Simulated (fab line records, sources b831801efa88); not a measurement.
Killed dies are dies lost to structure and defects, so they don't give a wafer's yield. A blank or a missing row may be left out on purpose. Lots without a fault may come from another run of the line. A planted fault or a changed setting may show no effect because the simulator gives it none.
Which tool did it? | flow sfq_line | 14 lots, 42 wafers sampled, at 5 steps of a route of 325

WHAT THE GAUGES READ, wafer by wafer
The record holds no reading of a measuring or inspecting step that can be judged against a usual standard deviation.

WHICH TOOL RAN EACH LOT (tool, then ch and the chambers of the sampled wafers, then the start)
lot  | SFQ_TRILAYER_L0_STRIP_STRIP_009   | SFQ_TRILAYER_L0_VIA_BARC_OPEN_VIA_ETCH_021 | SFQ_TRILAYER_M0_LITHO_COAT_026    | SFQ_TRILAYER_M0_BARC_OPEN_METAL_ETCH_031 | SFQ_TRILAYER_I3_DEP_PECVD_081
L883 | rie_metal-02 ch 0, day 4 17:13    | rie_diel-04 ch 0,2,3, day 8 01:36          | litho_track-02 ch 0, day 8 02:46  | rie_metal-03 ch 0,1, day 12 13:59        | pecvd-01 ch 0,2, day 33 07:26
L884 | rie_metal-01 ch 0, day 5 03:30    | rie_diel-02 ch 1,2,3, day 8 12:24          | litho_track-01 ch 0, day 8 13:34  | rie_metal-04 ch 0,1, day 13 00:04        | pecvd-03 ch 0,2, day 33 09:50
L885 | rie_metal-01 ch 0,1, day 5 05:56  | rie_diel-01 ch 0,1, day 8 17:12            | litho_track-02 ch 0, day 8 18:25  | rie_metal-04 ch 0,1, day 13 06:04        | pecvd-04 ch 1,2, day 33 19:18
L886 | rie_metal-01 ch 0,1, day 5 10:44  | rie_diel-04 ch 0,1, day 9 06:46            | litho_track-03 ch 0, day 9 07:56  | rie_metal-04 ch 0,1, day 14 04:04        | pecvd-04 ch 0,2, day 35 11:17
L887 | rie_metal-02 ch 0,1, day 5 16:42  | rie_diel-04 ch 0,3, day 9 15:10            | litho_track-01 ch 0, day 9 16:23  | rie_metal-02 ch 0, day 14 19:47          | pecvd-03 ch 0,1, day 35 17:40
L888 | rie_metal-01 ch 1, day 5 23:54    | rie_diel-01 ch 2,3, day 10 00:46           | litho_track-01 ch 0, day 10 01:59 | rie_metal-04 ch 0,1, day 15 02:59        | pecvd-01 ch 0,2, day 35 20:40
L890 | rie_metal-02 ch 0, day 6 10:42    | rie_diel-02 ch 0,2,3, day 10 15:11         | litho_track-01 ch 0, day 10 16:23 | rie_metal-03 ch 0,1, day 15 19:47        | pecvd-04 ch 0,1,2, day 36 19:58
L891 | rie_metal-04 ch 0,1, day 6 17:54  | rie_diel-02 ch 0,3, day 11 00:47           | litho_track-03 ch 0, day 11 01:56 | rie_metal-04 ch 0,1, day 16 04:11        | pecvd-03 ch 0,1, day 42 20:48
L892 | rie_metal-04 ch 0,1, day 7 00:02  | rie_diel-02 ch 0,2,3, day 11 04:33         | litho_track-03 ch 0, day 11 05:43 | rie_metal-02 ch 0,1, day 16 07:47        | pecvd-04 ch 1,2, day 43 05:12
L893 | rie_metal-04 ch 0,1, day 7 05:02  | rie_diel-01 ch 0,1, day 11 09:11           | litho_track-02 ch 0, day 11 10:29 | rie_metal-03 ch 0,1, day 16 15:27        | pecvd-01 ch 0,1,2, day 49 06:35
L894 | rie_metal-01 ch 0,1, day 7 10:04  | rie_diel-04 ch 1,2, day 11 16:23           | litho_track-02 ch 0, day 11 17:32 | rie_metal-02 ch 0,1, day 17 01:02        | pecvd-01 ch 1,2, day 49 13:45
L895 | rie_metal-02 ch 0,1, day 7 12:40  | rie_diel-04 ch 0,2,3, day 11 19:59         | litho_track-02 ch 0, day 11 22:04 | rie_metal-04 ch 0,1, day 17 07:03        | pecvd-04 ch 1,2, day 49 16:09
L896 | rie_metal-01 ch 0,1, day 7 18:28  | rie_diel-04 ch 2,3, day 12 04:23           | litho_track-02 ch 0, day 12 05:35 | rie_metal-04 ch 1, day 17 17:58          | pecvd-01 ch 0,2, day 49 23:22
L905 | rie_metal-02 ch 0,1, day 10 11:52 | rie_diel-04 ch 0,1,2, day 15 14:59         | litho_track-01 ch 0, day 15 16:14 | rie_metal-02 ch 0,1, day 21 21:53        | pecvd-03 ch 0,1,2, day 53 18:35
- SFQ_TRILAYER_L0_STRIP_STRIP_009: strips in O2.
- SFQ_TRILAYER_L0_VIA_BARC_OPEN_VIA_ETCH_021: etches BARC in O2, target depth 125 nm, time 41.7 s.
- SFQ_TRILAYER_M0_LITHO_COAT_026: resist thk 62 nm.
- SFQ_TRILAYER_M0_BARC_OPEN_METAL_ETCH_031: etches BARC in O2, target depth 125 nm, time 41.7 s.
- SFQ_TRILAYER_I3_DEP_PECVD_081: deposits SiO2 from SiH4/N2O, time 111.11 s, target thk 500 nm.

WHAT THE TOOLS THEMSELVES READ (means of the sampled wafers that have a number; where no wafer has one, the mark that the record gives instead)
SFQ_TRILAYER_L0_STRIP_STRIP_009. Usual: drypump_motor_current_A 5.9 A, standard deviation 0.59; oes_product_au 1.001 a.u., standard deviation 0.0077.
lot  | tool         | drypump_motor_current_A (A) | oes_product_au (a.u.) | flag
L883 | rie_metal-02 | 6.6                         | 0.996                 |
L884 | rie_metal-01 | 5.3                         | 1.002                 |
L885 | rie_metal-01 | 5.6                         | 1.001                 |
L886 | rie_metal-01 | 5.9                         | 1.003                 |
L887 | rie_metal-02 | 6.4                         | 0.999                 |
L888 | rie_metal-01 | 6.3                         | 1.000                 |
L890 | rie_metal-02 | 6.5                         | 1.003                 |
L891 | rie_metal-04 | 5.4                         | 1.000                 |
L892 | rie_metal-04 | 5.0                         | 1.001                 |
L893 | rie_metal-04 | 5.4                         | 0.999                 |
L894 | rie_metal-01 | 5.9                         | 0.989                 |
L895 | rie_metal-02 | 6.5                         | 1.000                 |
L896 | rie_metal-01 | 5.6                         | 1.007                 |
L905 | rie_metal-02 | 6.4                         | 0.997                 |

SFQ_TRILAYER_L0_VIA_BARC_OPEN_VIA_ETCH_021. Usual: drypump_motor_current_A 5.7 A, standard deviation 0.52; oes_product_au 0.685 a.u., standard deviation 0.0045.
lot  | tool        | drypump_motor_current_A (A) | oes_product_au (a.u.) | flag
L883 | rie_diel-04 | 5.3                         | 0.685                 |
L884 | rie_diel-02 | 5.6                         | 0.687                 |
L885 | rie_diel-01 | 6.4                         | 0.681                 |
L886 | rie_diel-04 | 5.4                         | 0.689                 |
L887 | rie_diel-04 | 5.8                         | 0.681                 |
L888 | rie_diel-01 | 5.7                         | 0.688                 |
L890 | rie_diel-02 | 5.5                         | 0.685                 |
L891 | rie_diel-02 | 5.2                         | 0.683                 |
L892 | rie_diel-02 | 5.5                         | 0.685                 |
L893 | rie_diel-01 | 6.5                         | 0.686                 |
L894 | rie_diel-04 | 5.4                         | 0.684                 |
L895 | rie_diel-04 | 5.4                         | 0.683                 |
L896 | rie_diel-04 | 5.4                         | 0.685                 |
L905 | rie_diel-04 | 5.2                         | 0.691                 |

SFQ_TRILAYER_M0_LITHO_COAT_026. Usual: exhaust_pa 45.0 Pa, standard deviation 0.78.
lot  | tool           | exhaust_pa (Pa) | flag
L883 | litho_track-02 | 43.9            |
L884 | litho_track-01 | 44.9            |
L885 | litho_track-02 | 45.3            |
L886 | litho_track-03 | 44.9            |
L887 | litho_track-01 | 44.6            |
L888 | litho_track-01 | 45.4            |
L890 | litho_track-01 | 44.3            |
L891 | litho_track-03 | 45.1            |
L892 | litho_track-03 | 44.4            |
L893 | litho_track-02 | 45.5            |
L894 | litho_track-02 | 44.4            |
L895 | litho_track-02 | 43.8            |
L896 | litho_track-02 | 45.8            |
L905 | litho_track-01 | 45.9            |

SFQ_TRILAYER_M0_BARC_OPEN_METAL_ETCH_031. Usual: drypump_motor_current_A 5.7 A, standard deviation 0.62; oes_product_au 0.684 a.u., standard deviation 0.0045.
lot  | tool         | drypump_motor_current_A (A) | oes_product_au (a.u.) | flag
L883 | rie_metal-03 | 5.9                         | 0.684                 |
L884 | rie_metal-04 | 5.0                         | 0.684                 |
L885 | rie_metal-04 | 5.3                         | 0.680                 |
L886 | rie_metal-04 | 5.1                         | 0.683                 |
L887 | rie_metal-02 | 6.6                         | 0.687                 |
L888 | rie_metal-04 | 5.1                         | 0.686                 |
L890 | rie_metal-03 | 5.7                         | 0.689                 |
L891 | rie_metal-04 | 5.0                         | 0.680                 |
L892 | rie_metal-02 | 6.4                         | 0.681                 |
L893 | rie_metal-03 | 5.9                         | 0.685                 |
L894 | rie_metal-02 | 6.4                         | 0.685                 |
L895 | rie_metal-04 | 5.0                         | 0.676                 |
L896 | rie_metal-04 | 4.8                         | 0.672                 |
L905 | rie_metal-02 | 6.5                         | 0.682                 |

SFQ_TRILAYER_I3_DEP_PECVD_081. Usual: heater_power_outer_w 30 W, standard deviation 8.9; heater_power_w 84 W, standard deviation 15; throttle_valve_pct 23.9 %, standard deviation 0.89.
lot  | tool     | heater_power_outer_w (W) | heater_power_w (W) | throttle_valve_pct (%) | flag
L883 | pecvd-01 | 37                       | 96                 | 23.1                   |
L884 | pecvd-03 | 22                       | 69                 | 24.2                   |
L885 | pecvd-04 | 40                       | 97                 | 24.6                   |
L886 | pecvd-04 | 37                       | 95                 | 25.1                   |
L887 | pecvd-03 | 20                       | 72                 | 25.3                   |
L888 | pecvd-01 | 38                       | 95                 | 23.3                   |
L890 | pecvd-04 | 33                       | 90                 | 24.5                   |
L891 | pecvd-03 | 20                       | 70                 | 22.9                   |
L892 | pecvd-04 | 42                       | 99                 | 25.1                   |
L893 | pecvd-01 | 35                       | 96                 | 23.6                   |
L894 | pecvd-01 | 34                       | 95                 | 23.8                   |
L895 | pecvd-04 | 42                       | 100                | 25.2                   |
L896 | pecvd-01 | 37                       | 94                 | 23.7                   |
L905 | pecvd-03 | 19                       | 67                 | 23.7                   |

THE ANSWER, worked out from the rows above alone
Rule: a lot is off if the mean of its wafers that have a number lies more than 3 standard deviations from the usual mean. A lot without any number at a reading at which 4 lots or more have one is off too. The other lots that the step has rows for count as sound. The gauges are gone through in route order, then the tools' own readings, and for those a lot's mean is taken as printed above. The first step at which some lot is off is used, and at that step the reading that is off furthest; a lot without a number counts as furthest.
No lot is off at any reading shown: from this, nothing can be told.

WHAT THE SIMULATOR HAD PUT IN
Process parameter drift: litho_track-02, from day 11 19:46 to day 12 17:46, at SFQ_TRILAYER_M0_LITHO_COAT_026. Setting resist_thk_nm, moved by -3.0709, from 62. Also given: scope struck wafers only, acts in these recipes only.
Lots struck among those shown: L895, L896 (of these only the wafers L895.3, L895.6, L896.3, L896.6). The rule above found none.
